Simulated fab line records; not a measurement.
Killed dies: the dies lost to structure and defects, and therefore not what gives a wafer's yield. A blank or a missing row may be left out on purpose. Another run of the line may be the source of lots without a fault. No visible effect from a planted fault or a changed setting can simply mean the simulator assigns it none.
Matching of chambers / flow gf180mcu / wet-bench-03 running GF_M2_STRIP_18: 4 sister chambers
The step strips in post etch residue remover, time 1200 s. 14 wafers are shown with their chamber, then 7 later ones without.

WAFERS WITH THEIR CHAMBER
wafer=L526.3; chamber=2; bath-heat-duty-pct (%)=13.2
wafer=L526.4; chamber=2; bath-heat-duty-pct (%)=11.6
wafer=L526.6; chamber=2; bath-heat-duty-pct (%)=12.3
wafer=L528.1; chamber=3; bath-heat-duty-pct (%)=12.7
wafer=L528.2; chamber=3; bath-heat-duty-pct (%)=11.8
wafer=L528.5; chamber=3; bath-heat-duty-pct (%)=12.8
wafer=L529.1; chamber=2; bath-heat-duty-pct (%)=13.8
wafer=L529.2; chamber=2; bath-heat-duty-pct (%)=11.5
wafer=L529.5; chamber=2; bath-heat-duty-pct (%)=12.0
wafer=L531.1; chamber=1; bath-heat-duty-pct (%)=13.1
wafer=L531.4; chamber=1; bath-heat-duty-pct (%)=12.1
wafer=L531.6; chamber=1; bath-heat-duty-pct (%)=13.0
wafer=L535.2; chamber=0; bath-heat-duty-pct (%)=14.6
wafer=L535.3; chamber=0; bath-heat-duty-pct (%)=16.1

SIGNATURES (means of the wafers above)
reading=bath-heat-duty-pct; chamber 0=15.350; chamber 1=12.733; chamber 2=12.400; chamber 3=12.433; scatter within a chamber=0.81
Rule: distance of a wafer from a chamber = root of the sum over the readings of ((wafer's reading minus chamber's mean) / reading's scatter) squared. If the next closest chamber is less than 2 further off than the closest, the wafer can't be placed; otherwise it belongs to the closest. The scatter is the square root of a quotient: the sum, over the shown wafers, of each reading's squared deviation from its chamber's mean, divided by wafers minus chambers.

WAFERS WHOSE CHAMBER IS MISSING
wafer=L535.6; bath-heat-duty-pct (%)=15.7
wafer=L546.2; bath-heat-duty-pct (%)=11.0
wafer=L546.3; bath-heat-duty-pct (%)=11.7
wafer=L546.5; bath-heat-duty-pct (%)=13.2
wafer=L547.2; bath-heat-duty-pct (%)=12.8
wafer=L547.3; bath-heat-duty-pct (%)=12.5
wafer=L547.6; bath-heat-duty-pct (%)=11.5

EACH ONE'S CHAMBER
wafer=L535.6; from the rows above=0; in truth=0
wafer=L546.2; from the rows above=can't be placed: 2 or 3 or 1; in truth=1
wafer=L546.3; from the rows above=can't be placed: 2 or 3 or 1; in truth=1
wafer=L546.5; from the rows above=can't be placed: 1 or 3 or 2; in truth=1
wafer=L547.2; from the rows above=can't be placed: 1 or 3 or 2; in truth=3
wafer=L547.3; from the rows above=can't be placed: 3 or 2 or 1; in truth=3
wafer=L547.6; from the rows above=can't be placed: 2 or 3 or 1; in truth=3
Correct placement for 1 of the 7. Not placeable from these rows: 6 (in 6, the candidates include the true chamber). Number placed wrongly: 0.
